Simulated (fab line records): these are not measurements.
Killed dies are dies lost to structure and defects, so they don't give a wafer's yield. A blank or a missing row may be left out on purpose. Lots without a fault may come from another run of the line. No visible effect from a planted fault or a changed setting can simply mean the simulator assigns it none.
Which tool did it? || flow gf180mcu || Sampling: 12 lots, 36 wafers, 5 of 602 route steps

## WHAT EACH GAUGE READ, for each wafer
GF_V5_THK_MEAS_01. Usual: V5_CVD_00_THK gives 299.3 nm (standard deviation 2.4).
{"lot": "L729", "measured": "day 26 11:38", "on": "film-metro-02", "V5_CVD_00_THK (nm)": "298.7 300.9 300.9", "flag": ""}
{"lot": "L731", "measured": "day 27 07:16", "on": "film-metro-02", "V5_CVD_00_THK (nm)": "299.8 295.4 296.7", "flag": ""}
{"lot": "L732", "measured": "day 27 09:09", "on": "film-metro-02", "V5_CVD_00_THK (nm)": "296.0 296.6 294.4", "flag": ""}
{"lot": "L733", "measured": "day 27 14:30", "on": "film-metro-03", "V5_CVD_00_THK (nm)": "300.5 299.6 297.9", "flag": ""}
{"lot": "L738", "measured": "day 29 01:38", "on": "film-metro-02", "V5_CVD_00_THK (nm)": "300.8 301.1 300.2", "flag": ""}
{"lot": "L739", "measured": "day 29 07:24", "on": "film-metro-02", "V5_CVD_00_THK (nm)": "302.2 302.7 295.7", "flag": ""}
{"lot": "L740", "measured": "day 29 17:55", "on": "film-metro-03", "V5_CVD_00_THK (nm)": "298.8 295.2 301.2", "flag": ""}
{"lot": "L744", "measured": "day 30 21:28", "on": "film-metro-03", "V5_CVD_00_THK (nm)": "301.6 301.1 298.5", "flag": ""}
{"lot": "L745", "measured": "day 31 06:56", "on": "film-metro-02", "V5_CVD_00_THK (nm)": "361.8 300.9 301.5", "flag": "OFF"}
{"lot": "L750", "measured": "day 32 11:53", "on": "film-metro-03", "V5_CVD_00_THK (nm)": "299.2 293.6 357.7", "flag": "OFF"}
{"lot": "L751", "measured": "day 32 12:19", "on": "film-metro-02", "V5_CVD_00_THK (nm)": "301.7 301.0 300.4", "flag": ""}
{"lot": "L752", "measured": "day 32 16:23", "on": "film-metro-03", "V5_CVD_00_THK (nm)": "299.5 300.7 302.3", "flag": ""}

GF_V5_CD_MEAS_14 targets a cd of 260 nm. Usual: cd-nm reads 260.1 nm (standard deviation 1.3).
{"lot": "L729", "measured": "day 27 08:25", "on": "cd-sem-02", "cd-nm (nm)": "260.7 260.7 260.4", "flag": ""}
{"lot": "L731", "measured": "day 28 03:22", "on": "cd-sem-01", "cd-nm (nm)": "258.2 258.5 258.6", "flag": ""}
{"lot": "L732", "measured": "day 28 05:00", "on": "cd-sem-01", "cd-nm (nm)": "258.5 258.5 259.1", "flag": ""}
{"lot": "L733", "measured": "day 28 10:57", "on": "cd-sem-01", "cd-nm (nm)": "258.4 260.0 258.7", "flag": ""}
{"lot": "L738", "measured": "day 29 20:17", "on": "cd-sem-01", "cd-nm (nm)": "259.0 260.1 259.4", "flag": ""}
{"lot": "L739", "measured": "day 30 02:26", "on": "cd-sem-01", "cd-nm (nm)": "258.2 259.6 259.0", "flag": ""}
{"lot": "L740", "measured": "day 30 12:23", "on": "cd-sem-01", "cd-nm (nm)": "260.3 261.7 260.2", "flag": ""}
{"lot": "L744", "measured": "day 31 16:05", "on": "cd-sem-01", "cd-nm (nm)": "261.7 260.4 261.5", "flag": ""}
{"lot": "L745", "measured": "day 32 00:40", "on": "cd-sem-02", "cd-nm (nm)": "259.3 260.7 259.3", "flag": ""}
{"lot": "L750", "measured": "day 33 04:37", "on": "cd-sem-02", "cd-nm (nm)": "258.9 259.7 260.2", "flag": ""}
{"lot": "L751", "measured": "day 33 05:16", "on": "cd-sem-02", "cd-nm (nm)": "261.7 261.8 261.5", "flag": ""}
{"lot": "L752", "measured": "day 33 09:25", "on": "cd-sem-01", "cd-nm (nm)": "260.1 258.8 258.9", "flag": ""}

## WHAT TOOL EACH LOT RAN ON (gives the tool, then ch and the chambers of the sampled wafers, and finally the start)
{"lot": "L729", "GF_MIM_SPUTTER_01": "pvd-sputter-01, day 24 15:50", "GF_V5_CVD_00": "hdpcvd-02 ch 0,1, day 26 11:34", "GF_V5_CMP_04": "cmp-01 ch 1,2, day 26 11:53"}
{"lot": "L731", "GF_MIM_SPUTTER_01": "pvd-sputter-02, day 25 12:16", "GF_V5_CVD_00": "hdpcvd-01 ch 1,2, day 27 07:13", "GF_V5_CMP_04": "cmp-01 ch 0,1,2, day 27 07:29"}
{"lot": "L732", "GF_MIM_SPUTTER_01": "pvd-sputter-02, day 25 14:23", "GF_V5_CVD_00": "hdpcvd-01 ch 0,1,2, day 27 09:05", "GF_V5_CMP_04": "cmp-02 ch 0,3, day 27 09:25"}
{"lot": "L733", "GF_MIM_SPUTTER_01": "pvd-sputter-01, day 25 20:32", "GF_V5_CVD_00": "hdpcvd-02 ch 0,1,2, day 27 14:27", "GF_V5_CMP_04": "cmp-02 ch 1,2,3, day 27 14:46"}
{"lot": "L738", "GF_MIM_SPUTTER_01": "pvd-sputter-04, day 27 09:11", "GF_V5_CVD_00": "hdpcvd-01 ch 0,1, day 29 01:35", "GF_V5_CMP_04": "cmp-01 ch 1,2,3, day 29 01:55"}
{"lot": "L739", "GF_MIM_SPUTTER_01": "pvd-sputter-02, day 27 14:38", "GF_V5_CVD_00": "hdpcvd-01 ch 0,1,2, day 29 07:21", "GF_V5_CMP_04": "cmp-02 ch 0,1,2, day 29 07:40"}
{"lot": "L740", "GF_MIM_SPUTTER_01": "pvd-sputter-01, day 28 01:53", "GF_V5_CVD_00": "hdpcvd-02 ch 0,1, day 29 17:52", "GF_V5_CMP_04": "cmp-01 ch 0,1,3, day 29 18:08"}
{"lot": "L744", "GF_MIM_SPUTTER_01": "pvd-sputter-04, day 29 07:38", "GF_V5_CVD_00": "hdpcvd-02 ch 1,2, day 30 21:25", "GF_V5_CMP_04": "cmp-02 ch 0,3, day 30 21:41"}
{"lot": "L745", "GF_MIM_SPUTTER_01": "pvd-sputter-01, day 29 17:49", "GF_V5_CVD_00": "hdpcvd-02 ch 0,1, day 31 06:53", "GF_V5_CMP_04": "cmp-02 ch 1,3, day 31 07:13"}
{"lot": "L750", "GF_MIM_SPUTTER_01": "pvd-sputter-01, day 30 23:46", "GF_V5_CVD_00": "hdpcvd-02 ch 0,1,2, day 32 11:50", "GF_V5_CMP_04": "cmp-02 ch 0,1,2, day 32 12:32"}
{"lot": "L751", "GF_MIM_SPUTTER_01": "pvd-sputter-04, day 31 01:14", "GF_V5_CVD_00": "hdpcvd-01 ch 0,1,2, day 32 12:17", "GF_V5_CMP_04": "cmp-02 ch 0,1,3, day 32 13:02"}
{"lot": "L752", "GF_MIM_SPUTTER_01": "pvd-sputter-04, day 31 05:14", "GF_V5_CVD_00": "hdpcvd-01 ch 0,1,2, day 32 16:20", "GF_V5_CMP_04": "cmp-02 ch 0,1,2, day 32 17:16"}
- GF_MIM_SPUTTER_01: material TiN, target thk 30 nm, time 25 s.
- GF_V5_CVD_00: deposits SiO2, target thk 300 nm, time 50 s.
- GF_V5_CMP_04: polishes SiO2.

## WHAT THE TOOLS THEMSELVES READ (means of the sampled wafers that have a number; where no wafer has one, the mark that the record gives instead)
GF_MIM_SPUTTER_01. Usual: cathode-dc-power-W 6500.0 W, standard deviation 1; throttle-valve-pct 29.7 %, standard deviation 1.
{"lot": "L729", "tool": "pvd-sputter-01", "cathode-dc-power-W (W)": 6499.2, "throttle-valve-pct (%)": 30.1, "flag": ""}
{"lot": "L731", "tool": "pvd-sputter-02", "cathode-dc-power-W (W)": 6500.5, "throttle-valve-pct (%)": 29.4, "flag": ""}
{"lot": "L732", "tool": "pvd-sputter-02", "cathode-dc-power-W (W)": 6499.6, "throttle-valve-pct (%)": 29.0, "flag": ""}
{"lot": "L733", "tool": "pvd-sputter-01", "cathode-dc-power-W (W)": 6498.7, "throttle-valve-pct (%)": 30.5, "flag": ""}
{"lot": "L738", "tool": "pvd-sputter-04", "cathode-dc-power-W (W)": 6499.8, "throttle-valve-pct (%)": 29.9, "flag": ""}
{"lot": "L739", "tool": "pvd-sputter-02", "cathode-dc-power-W (W)": 6499.6, "throttle-valve-pct (%)": 29.0, "flag": ""}
{"lot": "L740", "tool": "pvd-sputter-01", "cathode-dc-power-W (W)": 6499.7, "throttle-valve-pct (%)": 30.2, "flag": ""}
{"lot": "L744", "tool": "pvd-sputter-04", "cathode-dc-power-W (W)": 6499.1, "throttle-valve-pct (%)": 30.5, "flag": ""}
{"lot": "L745", "tool": "pvd-sputter-01", "cathode-dc-power-W (W)": 6499.0, "throttle-valve-pct (%)": 30.5, "flag": ""}
{"lot": "L750", "tool": "pvd-sputter-01", "cathode-dc-power-W (W)": 6498.9, "throttle-valve-pct (%)": 29.6, "flag": ""}
{"lot": "L751", "tool": "pvd-sputter-04", "cathode-dc-power-W (W)": 6500.6, "throttle-valve-pct (%)": 30.0, "flag": ""}
{"lot": "L752", "tool": "pvd-sputter-04", "cathode-dc-power-W (W)": 6500.8, "throttle-valve-pct (%)": 29.8, "flag": ""}

GF_V5_CVD_00. Usual: sih4-flow-sccm reads 59.98 sccm (standard deviation 0.19).
{"lot": "L729", "tool": "hdpcvd-02", "sih4-flow-sccm (sccm)": 60.06, "flag": ""}
{"lot": "L731", "tool": "hdpcvd-01", "sih4-flow-sccm (sccm)": 60.05, "flag": ""}
{"lot": "L732", "tool": "hdpcvd-01", "sih4-flow-sccm (sccm)": 59.88, "flag": ""}
{"lot": "L733", "tool": "hdpcvd-02", "sih4-flow-sccm (sccm)": 60.08, "flag": ""}
{"lot": "L738", "tool": "hdpcvd-01", "sih4-flow-sccm (sccm)": 60.12, "flag": ""}
{"lot": "L739", "tool": "hdpcvd-01", "sih4-flow-sccm (sccm)": 60.20, "flag": ""}
{"lot": "L740", "tool": "hdpcvd-02", "sih4-flow-sccm (sccm)": 60.05, "flag": ""}
{"lot": "L744", "tool": "hdpcvd-02", "sih4-flow-sccm (sccm)": 59.98, "flag": ""}
{"lot": "L745", "tool": "hdpcvd-02", "sih4-flow-sccm (sccm)": 63.85, "flag": "OFF"}
{"lot": "L750", "tool": "hdpcvd-02", "sih4-flow-sccm (sccm)": 64.05, "flag": "OFF"}
{"lot": "L751", "tool": "hdpcvd-01", "sih4-flow-sccm (sccm)": 60.14, "flag": ""}
{"lot": "L752", "tool": "hdpcvd-01", "sih4-flow-sccm (sccm)": 60.06, "flag": ""}

GF_V5_CMP_04. Usual: edge-zone-pressure-frac 1.000, standard deviation 0.0046; motor-current-A 11.9 A, standard deviation 1.2; retaining-ring-pressure-frac 1.000, standard deviation 0.0056.
{"lot": "L729", "tool": "cmp-01", "edge-zone-pressure-frac": 1.006, "motor-current-A (A)": 11.0, "retaining-ring-pressure-frac": 0.995, "flag": ""}
{"lot": "L731", "tool": "cmp-01", "edge-zone-pressure-frac": 0.998, "motor-current-A (A)": 11.0, "retaining-ring-pressure-frac": 1.000, "flag": ""}
{"lot": "L732", "tool": "cmp-02", "edge-zone-pressure-frac": 0.997, "motor-current-A (A)": 11.6, "retaining-ring-pressure-frac": 0.991, "flag": ""}
{"lot": "L733", "tool": "cmp-02", "edge-zone-pressure-frac": 1.000, "motor-current-A (A)": 12.2, "retaining-ring-pressure-frac": 1.003, "flag": ""}
{"lot": "L738", "tool": "cmp-01", "edge-zone-pressure-frac": 0.995, "motor-current-A (A)": 11.3, "retaining-ring-pressure-frac": 1.004, "flag": ""}
{"lot": "L739", "tool": "cmp-02", "edge-zone-pressure-frac": 0.999, "motor-current-A (A)": 12.5, "retaining-ring-pressure-frac": 0.998, "flag": ""}
{"lot": "L740", "tool": "cmp-01", "edge-zone-pressure-frac": 1.000, "motor-current-A (A)": 11.4, "retaining-ring-pressure-frac": 1.004, "flag": ""}
{"lot": "L744", "tool": "cmp-02", "edge-zone-pressure-frac": 1.001, "motor-current-A (A)": 12.1, "retaining-ring-pressure-frac": 0.997, "flag": ""}
{"lot": "L745", "tool": "cmp-02", "edge-zone-pressure-frac": 0.992, "motor-current-A (A)": 12.1, "retaining-ring-pressure-frac": 0.996, "flag": ""}
{"lot": "L750", "tool": "cmp-02", "edge-zone-pressure-frac": 1.001, "motor-current-A (A)": 13.1, "retaining-ring-pressure-frac": 1.003, "flag": ""}
{"lot": "L751", "tool": "cmp-02", "edge-zone-pressure-frac": 1.005, "motor-current-A (A)": 12.8, "retaining-ring-pressure-frac": 1.004, "flag": ""}
{"lot": "L752", "tool": "cmp-02", "edge-zone-pressure-frac": 0.999, "motor-current-A (A)": 12.5, "retaining-ring-pressure-frac": 1.005, "flag": ""}

## THE ANSWER, worked out from the rows above alone
Rule: a lot is off if the mean of its wafers that have a number lies more than 3 standard deviations from the usual mean. A lot without any number at a reading at which 4 lots or more have one is off too. All remaining lots with rows at the step are treated as sound. The gauges are gone through in route order, then the tools' own readings, and for those a lot's mean is taken as printed above. The first step at which some lot is off is used, and at that step the reading that is off furthest; a lot without a number counts as furthest.
Off: at GF_V5_THK_MEAS_01 (V5_CVD_00_THK), L745, L750.
A tool fits if, at a process step before that reading, it ran every lot that is off, and no sound lot after the first of them. Not tried: the gauges at GF_V5_THK_MEAS_01; whatever is off there is also off at GF_V5_CVD_00, on other tools, and gauge error can't account for it. This does not decide it: 2 tools fit, namely pvd-sputter-01 at GF_MIM_SPUTTER_01 and hdpcvd-02 at GF_V5_CVD_00.

## WHAT HAD BEEN PUT IN BY THE SIMULATOR
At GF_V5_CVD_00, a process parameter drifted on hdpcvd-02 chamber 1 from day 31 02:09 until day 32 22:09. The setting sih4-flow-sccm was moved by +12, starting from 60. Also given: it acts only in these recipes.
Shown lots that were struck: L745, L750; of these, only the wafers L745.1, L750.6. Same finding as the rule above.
